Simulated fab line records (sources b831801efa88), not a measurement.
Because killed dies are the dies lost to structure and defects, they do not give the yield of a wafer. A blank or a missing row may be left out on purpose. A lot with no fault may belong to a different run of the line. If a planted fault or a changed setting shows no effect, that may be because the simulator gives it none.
fab line records / flow gf180mcu / part 2 of 2: steps 28 to 37 of 37
record: lots: 5 wafers: 15 last_day: 33
route steps=602 shown MIM@525 M5@526 V5@540
lots that met no fault: from a run of the same line without faults
start_h: start of the lot's first displayed wafer, in hours after the record's first day / wait_h: hours elapsed since this lot's preceding step / " repeats the value in the row above / L1.1+2: one row covering several wafers at once / - value missing, or start not given / * or withheld: withheld / < > ~ a bound
route shown NAME@n: a module of which the file shows steps, and the number in the route of the first / usual: average and standard deviation across the fault-free wafers / same: alike in all rows / chamber/n: place in a boat / sites: the reading at each site / _std_site: the values' standard deviation / _edge_site: mean of outer sites minus mean of inner sites / radius_mm: how far each site lies from the wafer's centre / mask NAME#n: copy n / behind: the last tool/chamber to shape the wafer / hold: what put the lot on hold/how long, in hours/how the hold closed / device: which transistor (n, p or np) failed to switch / end of line: the route-end tests of the same wafers / a step without rows: its recipe alone / killed: at the first sort, the dies lost to defects and structure; wafer yield is something else / map: per-die view of a wafer (x killed, . not killed, _ where there is no die)
set.NAME: the setting that was run; set.NAME@STEP: the one run at that earlier step / model.NAME: the simulator's own value behind a step, which no gauge read
lots seen at some steps along the route; tables by step, rows by wafer
services: from which hour (start_h, from the record's first day; less than 0 if before it) a tool's chamber was out of use, for how many hours, and why
== steps ==
step: GF_V5_PEB_12
recipe: peb_temp_c: 135 peb_time_s: 90 resist: KrF
usual: chill_plate_temp_C: 22.99/0.11
lot.wafer=L074.1 tool=litho_track-01 chamber=0 start_h=- wait_h=- chill_plate_temp_C=22.89
lot.wafer=L074.3 tool=litho_track-01 chamber=0 start_h=- wait_h=- chill_plate_temp_C=22.98
lot.wafer=L074.5 tool=litho_track-01 chamber=0 start_h=- wait_h=- chill_plate_temp_C=22.92
lot.wafer=L082.1 tool=litho_track-03 chamber=0 start_h=- wait_h=- chill_plate_temp_C=22.96
lot.wafer=L082.2 tool=litho_track-03 chamber=0 start_h=- wait_h=- chill_plate_temp_C=22.92
lot.wafer=L082.6 tool=litho_track-03 chamber=0 start_h=- wait_h=- chill_plate_temp_C=22.96
lot.wafer=L085.1 tool=litho_track-04 chamber=0 start_h=- wait_h=- chill_plate_temp_C=23.04
lot.wafer=L085.2 tool=litho_track-04 chamber=0 start_h=- wait_h=- chill_plate_temp_C=22.88
lot.wafer=L085.4 tool=litho_track-04 chamber=0 start_h=- wait_h=- chill_plate_temp_C=22.97
lot.wafer=L090.1 tool=litho_track-03 chamber=0 start_h=- wait_h=- chill_plate_temp_C=22.94
lot.wafer=L090.3 tool=litho_track-03 chamber=0 start_h=- wait_h=- chill_plate_temp_C=23.02
lot.wafer=L090.6 tool=litho_track-03 chamber=0 start_h=- wait_h=- chill_plate_temp_C=22.80
lot.wafer=L094.4 tool=litho_track-01 chamber=0 start_h=- wait_h=- chill_plate_temp_C=23.15
lot.wafer=L094.5 tool=litho_track-01 chamber=0 start_h=- wait_h=- chill_plate_temp_C=23.07
lot.wafer=L094.6 tool=litho_track-01 chamber=0 start_h=- wait_h=- chill_plate_temp_C=23.28
step: GF_V5_DEVELOP_13
recipe: develop_time_s: 60 resist: KrF dev_temp_c: 21
usual: chill_plate_temp_C: 22.99/0.11
lot.wafer=L074.1 tool=litho_track-01 chamber=0 start_h=624.95 wait_h=0.2 chill_plate_temp_C=22.98
lot.wafer=L074.3 tool=litho_track-01 chamber=0 start_h=624.95 wait_h=0.2 chill_plate_temp_C=22.80
lot.wafer=L074.5 tool=litho_track-01 chamber=0 start_h=624.95 wait_h=0.2 chill_plate_temp_C=22.81
lot.wafer=L082.1 tool=litho_track-03 chamber=0 start_h=691.60 wait_h=0.2 chill_plate_temp_C=23.10
lot.wafer=L082.2 tool=litho_track-03 chamber=0 start_h=691.60 wait_h=0.2 chill_plate_temp_C=22.98
lot.wafer=L082.6 tool=litho_track-03 chamber=0 start_h=691.60 wait_h=0.2 chill_plate_temp_C=22.92
lot.wafer=L085.1 tool=litho_track-04 chamber=0 start_h=705.88 wait_h=0.2 chill_plate_temp_C=23.09
lot.wafer=L085.2 tool=litho_track-04 chamber=0 start_h=705.88 wait_h=0.2 chill_plate_temp_C=23.28
lot.wafer=L085.4 tool=litho_track-04 chamber=0 start_h=705.88 wait_h=0.2 chill_plate_temp_C=23.20
lot.wafer=L090.1 tool=litho_track-03 chamber=0 start_h=742.20 wait_h=0.2 chill_plate_temp_C=23.04
lot.wafer=L090.3 tool=litho_track-03 chamber=0 start_h=742.20 wait_h=0.2 chill_plate_temp_C=22.87
lot.wafer=L090.6 tool=litho_track-03 chamber=0 start_h=742.20 wait_h=0.2 chill_plate_temp_C=23.01
lot.wafer=L094.4 tool=litho_track-01 chamber=0 start_h=763.42 wait_h=0.1 chill_plate_temp_C=22.93
lot.wafer=L094.5 tool=litho_track-01 chamber=0 start_h=763.42 wait_h=0.1 chill_plate_temp_C=23.02
lot.wafer=L094.6 tool=litho_track-01 chamber=0 start_h=763.42 wait_h=0.1 chill_plate_temp_C=22.76
step: GF_V5_CD_MEAS_14
recipe: target_cd_nm: 260
usual: cd_nm: 260.0/1.1
lot.wafer=L074.1 tool=cd_sem-01 chamber=- start_h=625.10 wait_h=0.1 cd_nm=259.7
lot.wafer=L074.3 tool=cd_sem-01 chamber=- start_h=625.10 wait_h=0.1 cd_nm=259.5
lot.wafer=L074.5 tool=cd_sem-01 chamber=- start_h=625.10 wait_h=0.1 cd_nm=258.7
lot.wafer=L082.1 tool=cd_sem-01 chamber=- start_h=691.77 wait_h=0.2 cd_nm=260.5
lot.wafer=L082.2 tool=cd_sem-01 chamber=- start_h=691.77 wait_h=0.2 cd_nm=258.7
lot.wafer=L082.6 tool=cd_sem-01 chamber=- start_h=691.77 wait_h=0.2 cd_nm=261.3
lot.wafer=L085.1 tool=cd_sem-01 chamber=- start_h=706.03 wait_h=0.1 cd_nm=260.4
lot.wafer=L085.2 tool=cd_sem-01 chamber=- start_h=706.03 wait_h=0.1 cd_nm=261.4
lot.wafer=L085.4 tool=cd_sem-01 chamber=- start_h=706.03 wait_h=0.1 cd_nm=260.3
lot.wafer=L090.1 tool=cd_sem-01 chamber=- start_h=742.35 wait_h=0.1 cd_nm=258.9
lot.wafer=L090.3 tool=cd_sem-01 chamber=- start_h=742.35 wait_h=0.1 cd_nm=258.1
lot.wafer=L090.6 tool=cd_sem-01 chamber=- start_h=742.35 wait_h=0.1 cd_nm=257.2
lot.wafer=L094.4 tool=cd_sem-02 chamber=- start_h=763.56 wait_h=0.1 cd_nm=259.3
lot.wafer=L094.5 tool=cd_sem-02 chamber=- start_h=763.56 wait_h=0.1 cd_nm=259.9
lot.wafer=L094.6 tool=cd_sem-02 chamber=- start_h=763.56 wait_h=0.1 cd_nm=259.4
step: GF_V5_OVL_MEAS_15
usual: V5_OVL: -4/5.6
lot.wafer=L074.1 tool=overlay-02 chamber=- start_h=625.22 wait_h=0.1 V5_OVL[nm]=-8
lot.wafer=L074.3 tool=overlay-02 chamber=- start_h=625.22 wait_h=0.1 V5_OVL[nm]=-12
lot.wafer=L074.5 tool=overlay-02 chamber=- start_h=625.22 wait_h=0.1 V5_OVL[nm]=-14
lot.wafer=L082.1 tool=overlay-01 chamber=- start_h=691.89 wait_h=0.1 V5_OVL[nm]=-6
lot.wafer=L082.2 tool=overlay-01 chamber=- start_h=691.89 wait_h=0.1 V5_OVL[nm]=0
lot.wafer=L082.6 tool=overlay-01 chamber=- start_h=691.89 wait_h=0.1 V5_OVL[nm]=-1
lot.wafer=L085.1 tool=overlay-01 chamber=- start_h=706.15 wait_h=0.1 V5_OVL[nm]=-1
lot.wafer=L085.2 tool=overlay-01 chamber=- start_h=706.15 wait_h=0.1 V5_OVL[nm]=-5
lot.wafer=L085.4 tool=overlay-01 chamber=- start_h=706.15 wait_h=0.1 V5_OVL[nm]=-8
lot.wafer=L090.1 tool=overlay-02 chamber=- start_h=742.47 wait_h=0.1 V5_OVL[nm]=-11
lot.wafer=L090.3 tool=overlay-02 chamber=- start_h=742.47 wait_h=0.1 V5_OVL[nm]=-14
lot.wafer=L090.6 tool=overlay-02 chamber=- start_h=742.47 wait_h=0.1 V5_OVL[nm]=-19
lot.wafer=L094.4 tool=overlay-02 chamber=- start_h=763.64 wait_h=0.1 V5_OVL[nm]=-5
lot.wafer=L094.5 tool=overlay-02 chamber=- start_h=763.64 wait_h=0.1 V5_OVL[nm]=2
lot.wafer=L094.6 tool=overlay-02 chamber=- start_h=763.64 wait_h=0.1 V5_OVL[nm]=-6
step: GF_V5_ETCH_16
recipe: chemistry: N2/H2 target_depth_a: withheld overetch_a: withheld time_s: withheld target: BARC ion_energy_ev: 200 source_w: 500 bias_w: 100 pressure_mtorr: 30 n2_flow_sccm: 100 h2_flow_sccm: 200
usual: drypump_motor_current_A: 5.35/0.29 oes_product_au: 0.856/0.0045 throttle_valve_pct: 13.225/0.01
lot.wafer=L074.1 tool=rie_diel-01 chamber=3 start_h=625.26 wait_h=0.0 drypump_motor_current_A=5.19 oes_product_au=0.863 throttle_valve_pct=13.238
lot.wafer=L074.3 tool=rie_diel-01 chamber=2 start_h=625.26 wait_h=0.0 drypump_motor_current_A=5.20 oes_product_au=0.855 throttle_valve_pct=13.245
lot.wafer=L074.5 tool=rie_diel-01 chamber=3 start_h=625.26 wait_h=0.0 drypump_motor_current_A=5.19 oes_product_au=0.858 throttle_valve_pct=13.236
lot.wafer=L082.1 tool=rie_diel-02 chamber=0 start_h=691.93 wait_h=0.0 drypump_motor_current_A=5.46 oes_product_au=0.857 throttle_valve_pct=13.212
lot.wafer=L082.2 tool=rie_diel-02 chamber=3 start_h=691.93 wait_h=0.0 drypump_motor_current_A=5.36 oes_product_au=0.856 throttle_valve_pct=13.241
lot.wafer=L082.6 tool=rie_diel-02 chamber=0 start_h=691.93 wait_h=0.0 drypump_motor_current_A=5.47 oes_product_au=0.857 throttle_valve_pct=13.232
lot.wafer=L085.1 tool=rie_diel-02 chamber=0 start_h=706.19 wait_h=0.0 drypump_motor_current_A=5.45 oes_product_au=0.861 throttle_valve_pct=13.218
lot.wafer=L085.2 tool=rie_diel-02 chamber=2 start_h=706.19 wait_h=0.0 drypump_motor_current_A=4.98 oes_product_au=0.857 throttle_valve_pct=13.240
lot.wafer=L085.4 tool=rie_diel-02 chamber=3 start_h=706.19 wait_h=0.0 drypump_motor_current_A=5.30 oes_product_au=0.858 throttle_valve_pct=13.241
lot.wafer=L090.1 tool=rie_diel-02 chamber=0 start_h=742.50 wait_h=0.0 drypump_motor_current_A=5.45 oes_product_au=0.860 throttle_valve_pct=13.242
lot.wafer=L090.3 tool=rie_diel-02 chamber=1 start_h=742.50 wait_h=0.0 drypump_motor_current_A=5.97 oes_product_au=0.847 throttle_valve_pct=13.233
lot.wafer=L090.6 tool=rie_diel-02 chamber=1 start_h=742.50 wait_h=0.0 drypump_motor_current_A=5.99 oes_product_au=0.854 throttle_valve_pct=13.216
lot.wafer=L094.4 tool=rie_diel-01 chamber=0 start_h=763.66 wait_h=0.0 drypump_motor_current_A=5.28 oes_product_au=0.860 throttle_valve_pct=13.235
lot.wafer=L094.5 tool=rie_diel-01 chamber=3 start_h=763.66 wait_h=0.0 drypump_motor_current_A=5.20 oes_product_au=0.853 throttle_valve_pct=13.234
lot.wafer=L094.6 tool=rie_diel-01 chamber=0 start_h=763.66 wait_h=0.0 drypump_motor_current_A=5.25 oes_product_au=0.857 throttle_valve_pct=13.219
step: GF_V5_ETCH_17
recipe: chemistry: C4F8/O2/Ar mask_material: KrF target: SiO2 stop_on: TiN source_w: 1500 bias_w: 1200 pressure_mtorr: 40 c4f8_flow_sccm: withheld O2_flow_sccm: 6 Ar_flow_sccm: 300 time_s: withheld target_depth_a: 8550
usual: oes_product_au: 0.860/0.0044
lot.wafer=L074.1 tool=rie_diel-01 chamber=3 start_h=- wait_h=- oes_product_au=0.858
lot.wafer=L074.3 tool=rie_diel-01 chamber=2 start_h=- wait_h=- oes_product_au=0.859
lot.wafer=L074.5 tool=rie_diel-01 chamber=3 start_h=- wait_h=- oes_product_au=0.858
lot.wafer=L082.1 tool=rie_diel-02 chamber=0 start_h=- wait_h=- oes_product_au=0.855
lot.wafer=L082.2 tool=rie_diel-02 chamber=3 start_h=- wait_h=- oes_product_au=0.857
lot.wafer=L082.6 tool=rie_diel-02 chamber=0 start_h=- wait_h=- oes_product_au=0.869
lot.wafer=L085.1 tool=rie_diel-02 chamber=0 start_h=- wait_h=- oes_product_au=0.868
lot.wafer=L085.2 tool=rie_diel-02 chamber=2 start_h=- wait_h=- oes_product_au=0.869
lot.wafer=L085.4 tool=rie_diel-02 chamber=3 start_h=- wait_h=- oes_product_au=0.866
lot.wafer=L090.1 tool=rie_diel-02 chamber=0 start_h=- wait_h=- oes_product_au=0.860
lot.wafer=L090.3 tool=rie_diel-02 chamber=1 start_h=- wait_h=- oes_product_au=0.864
lot.wafer=L090.6 tool=rie_diel-02 chamber=1 start_h=- wait_h=- oes_product_au=0.859
lot.wafer=L094.4 tool=rie_diel-01 chamber=0 start_h=- wait_h=- oes_product_au=0.858
lot.wafer=L094.5 tool=rie_diel-01 chamber=3 start_h=- wait_h=- oes_product_au=0.858
lot.wafer=L094.6 tool=rie_diel-01 chamber=0 start_h=- wait_h=- oes_product_au=0.864
step: GF_V5_STRIP_18
recipe: chemistry: O2/N2 power_w: 1400 pressure_mtorr: 1500 platen_temp_c: 250 o2_flow_sccm: 3000 n2_flow_sccm: 300 overash_fraction: 0.5
usual: drypump_motor_current_A: 5.9/0.48 heater_power_w: 340/43 oes_product_au: 0.570/0.0049
lot.wafer=L074.1 tool=plasma_asher-02 chamber=0 start_h=625.41 wait_h=- drypump_motor_current_A=5.8 heater_power_w=354 oes_product_au=0.564 rf_hours_counter_h=51
lot.wafer=L074.3 tool=plasma_asher-02 chamber=0 start_h=625.41 wait_h=- drypump_motor_current_A=5.8 heater_power_w=353 oes_product_au=0.577 rf_hours_counter_h=-
lot.wafer=L074.5 tool=plasma_asher-02 chamber=1 start_h=625.41 wait_h=- drypump_motor_current_A=6.3 heater_power_w=402 oes_product_au=0.576 rf_hours_counter_h=-
lot.wafer=L082.1 tool=plasma_asher-02 chamber=0 start_h=692.08 wait_h=- drypump_motor_current_A=5.8 heater_power_w=346 oes_product_au=0.566 rf_hours_counter_h=60
lot.wafer=L082.2 tool=plasma_asher-02 chamber=1 start_h=692.08 wait_h=- drypump_motor_current_A=6.3 heater_power_w=420 oes_product_au=0.565 rf_hours_counter_h=60
lot.wafer=L082.6 tool=plasma_asher-02 chamber=0 start_h=692.08 wait_h=- drypump_motor_current_A=5.8 heater_power_w=352 oes_product_au=0.570 rf_hours_counter_h=-
lot.wafer=L085.1 tool=plasma_asher-03 chamber=0 start_h=706.34 wait_h=- drypump_motor_current_A=6.4 heater_power_w=324 oes_product_au=0.568 rf_hours_counter_h=95
lot.wafer=L085.2 tool=plasma_asher-03 chamber=1 start_h=706.34 wait_h=- drypump_motor_current_A=5.2 heater_power_w=283 oes_product_au=0.566 rf_hours_counter_h=95
lot.wafer=L085.4 tool=plasma_asher-03 chamber=1 start_h=706.34 wait_h=- drypump_motor_current_A=5.2 heater_power_w=285 oes_product_au=0.569 rf_hours_counter_h=-
lot.wafer=L090.1 tool=plasma_asher-03 chamber=1 start_h=742.65 wait_h=- drypump_motor_current_A=5.2 heater_power_w=285 oes_product_au=0.570 rf_hours_counter_h=99
lot.wafer=L090.3 tool=plasma_asher-03 chamber=0 start_h=742.65 wait_h=- drypump_motor_current_A=6.4 heater_power_w=318 oes_product_au=0.570 rf_hours_counter_h=-
lot.wafer=L090.6 tool=plasma_asher-03 chamber=1 start_h=742.65 wait_h=- drypump_motor_current_A=5.2 heater_power_w=282 oes_product_au=0.565 rf_hours_counter_h=-
lot.wafer=L094.4 tool=plasma_asher-01 chamber=0 start_h=763.84 wait_h=- drypump_motor_current_A=5.6 heater_power_w=334 oes_product_au=0.572 rf_hours_counter_h=-
lot.wafer=L094.5 tool=plasma_asher-01 chamber=0 start_h=763.84 wait_h=- drypump_motor_current_A=5.6 heater_power_w=345 oes_product_au=0.576 rf_hours_counter_h=-
lot.wafer=L094.6 tool=plasma_asher-01 chamber=1 start_h=763.84 wait_h=- drypump_motor_current_A=5.8 heater_power_w=356 oes_product_au=0.578 rf_hours_counter_h=-
step: GF_V5_STRIP_19
recipe: chemistry: post_etch_residue_remover time_s: 1200 temp_c: 72.5
lot.wafer=L074.1+3+5 tool=wet_bench-03 chamber=1 start_h=625.51 wait_h=0.1
lot.wafer=L082.1+2+6 tool=wet_bench-04 chamber=0 start_h=692.18 wait_h=0.1
lot.wafer=L085.1+2+4 tool=wet_bench-02 chamber=2 start_h=706.44 wait_h=0.1
lot.wafer=L090.1+3+6 tool=wet_bench-03 chamber=1 start_h=742.75 wait_h=0.1
lot.wafer=L094.4+5+6 tool=wet_bench-02 chamber=3 start_h=763.91 wait_h=0.0
step: GF_V5_CLEAN_20
recipe: chemistry: DIW dry: n2_spin
lot.wafer=L074.1+3+5 tool=wet_bench-02 chamber=1 start_h=625.85 wait_h=0.0
lot.wafer=L082.1+2+6 tool=wet_bench-04 chamber=3 start_h=692.52 wait_h=0.0
lot.wafer=L085.1+2+4 tool=wet_bench-03 chamber=1 start_h=706.85 wait_h=0.0
lot.wafer=L090.1+3+6 tool=wet_bench-04 chamber=1 start_h=743.10 wait_h=0.0
lot.wafer=L094.4+5+6 tool=wet_bench-04 chamber=1 start_h=764.25 wait_h=0.0
step: GF_V5_SPUTTER_21
recipe: material: Ti target_thk_nm: 15 chamber_pressure_pa: 5 power_w: 2500 substrate_temp_c: 200 time_s: 80.02
usual: throttle_valve_pct: 30.1/1
lot.wafer=L074.1 tool=pvd_sputter-03 chamber=- start_h=625.95 wait_h=0.0 throttle_valve_pct=29.9
lot.wafer=L074.3 tool=pvd_sputter-03 chamber=- start_h=625.95 wait_h=0.0 throttle_valve_pct=30.6
lot.wafer=L074.5 tool=pvd_sputter-03 chamber=- start_h=625.95 wait_h=0.0 throttle_valve_pct=31.7
lot.wafer=L082.1 tool=pvd_sputter-03 chamber=- start_h=692.62 wait_h=0.0 throttle_valve_pct=29.7
lot.wafer=L082.2 tool=pvd_sputter-03 chamber=- start_h=692.62 wait_h=0.0 throttle_valve_pct=30.7
lot.wafer=L082.6 tool=pvd_sputter-03 chamber=- start_h=692.62 wait_h=0.0 throttle_valve_pct=30.9
lot.wafer=L085.1 tool=pvd_sputter-01 chamber=- start_h=706.94 wait_h=0.0 throttle_valve_pct=30.6
lot.wafer=L085.2 tool=pvd_sputter-01 chamber=- start_h=706.94 wait_h=0.0 throttle_valve_pct=30.2
lot.wafer=L085.4 tool=pvd_sputter-01 chamber=- start_h=706.94 wait_h=0.0 throttle_valve_pct=29.6
lot.wafer=L090.1 tool=pvd_sputter-04 chamber=- start_h=743.19 wait_h=0.0 throttle_valve_pct=29.8
lot.wafer=L090.3 tool=pvd_sputter-04 chamber=- start_h=743.19 wait_h=0.0 throttle_valve_pct=28.5
lot.wafer=L090.6 tool=pvd_sputter-04 chamber=- start_h=743.19 wait_h=0.0 throttle_valve_pct=29.9
lot.wafer=L094.4 tool=pvd_sputter-04 chamber=- start_h=764.34 wait_h=0.0 throttle_valve_pct=28.3
lot.wafer=L094.5 tool=pvd_sputter-04 chamber=- start_h=764.34 wait_h=0.0 throttle_valve_pct=28.6
lot.wafer=L094.6 tool=pvd_sputter-04 chamber=- start_h=764.34 wait_h=0.0 throttle_valve_pct=30.8
== services ==
tool=krf_scanner-01 chamber=- start_h=568.25 hours=0.9 kind=repair
tool=rie_diel-02 chamber=3 start_h=571.98 hours=1.5 kind=repair
tool=krf_scanner-01 chamber=- start_h=589.26 hours=1.0 kind=pm
tool=rie_diel-02 chamber=2 start_h=599.29 hours=1.9 kind=repair
tool=rie_diel-04 chamber=1 start_h=603.69 hours=3.9 kind=repair
tool=krf_scanner-02 chamber=- start_h=603.88 hours=0.8 kind=pm
tool=krf_scanner-01 chamber=- start_h=611.60 hours=0.3 kind=repair
tool=krf_scanner-01 chamber=- start_h=617.72 hours=1.3 kind=pm
tool=krf_scanner-02 chamber=- start_h=619.02 hours=1.0 kind=pm
tool=cmp-01 chamber=- start_h=636.80 hours=0.5 kind=repair
tool=rie_diel-04 chamber=2 start_h=641.43 hours=14.1 kind=repair
tool=rie_diel-04 chamber=1 start_h=657.59 hours=18.1 kind=repair
tool=hdpcvd-01 chamber=- start_h=672.88 hours=0.5 kind=repair
tool=cmp-01 chamber=- start_h=690.67 hours=2.4 kind=repair
tool=cmp-01 chamber=- start_h=694.20 hours=0.2 kind=repair
tool=plasma_asher-03 chamber=- start_h=698.33 hours=2.5 kind=repair
tool=rie_diel-01 chamber=1 start_h=709.96 hours=13.3 kind=repair
tool=krf_scanner-02 chamber=- start_h=717.53 hours=1.3 kind=pm
tool=plasma_asher-03 chamber=- start_h=724.07 hours=2.8 kind=pm
tool=cmp-01 chamber=- start_h=729.38 hours=2.9 kind=pm
tool=krf_scanner-01 chamber=- start_h=729.43 hours=4.4 kind=pm
tool=cmp-01 chamber=- start_h=750.82 hours=4.0 kind=pm
tool=rie_diel-01 chamber=- start_h=752.33 hours=4.3 kind=pm
tool=krf_scanner-01 chamber=- start_h=758.26 hours=1.0 kind=pm
